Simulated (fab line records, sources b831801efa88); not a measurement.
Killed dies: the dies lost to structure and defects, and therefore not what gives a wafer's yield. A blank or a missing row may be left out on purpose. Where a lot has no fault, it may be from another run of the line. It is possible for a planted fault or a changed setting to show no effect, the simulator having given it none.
Chamber matching ; flow gf180mcu ; GF_V3_ETCH_16 on rie diel-03: 4 sister chambers
The step etches BARC in N2/H2. 4 wafers are shown with their chamber, then 7 later ones without.

## WAFERS PAIRED WITH THEIR CHAMBERS
wafer;chamber;drypump motor current A (A)
L912.6;2;6.2
L913.6;1;4.8
L918.1;0;5.3
L918.2;3;6.4

## WAFERS WITHOUT THEIR CHAMBER
wafer;drypump motor current A (A)
L918.4;6.2
L922.1;6.4
L922.3;5.3
L922.5;4.8
L926.1;5.4
L926.5;6.2
L926.6;6.4

## THE CHAMBER EACH PASSED THROUGH
wafer;from the rows above;in truth
L918.4;2;2
L922.1;3;3
L922.3;0;0
L922.5;1;1
L926.1;0;0
L926.5;2;2
L926.6;3;3
Correct placement for 7 of the 7. Not placeable from these rows: 0. Number placed wrongly: 0.
How it was worked out, from the rows above alone: a wafer's distance from a chamber is the root of the sum, over the readings, of the square of ((its reading less the chamber's mean) divided by the reading's scatter). If the next closest chamber is less than 2 further off than the closest, the wafer can't be placed; otherwise it belongs to the closest. The mean given for a chamber averages the wafers shown for that chamber. The scatter: with one shown wafer a chamber, the root of the mean of the squares of how far each hidden wafer lies from its nearest shown one.
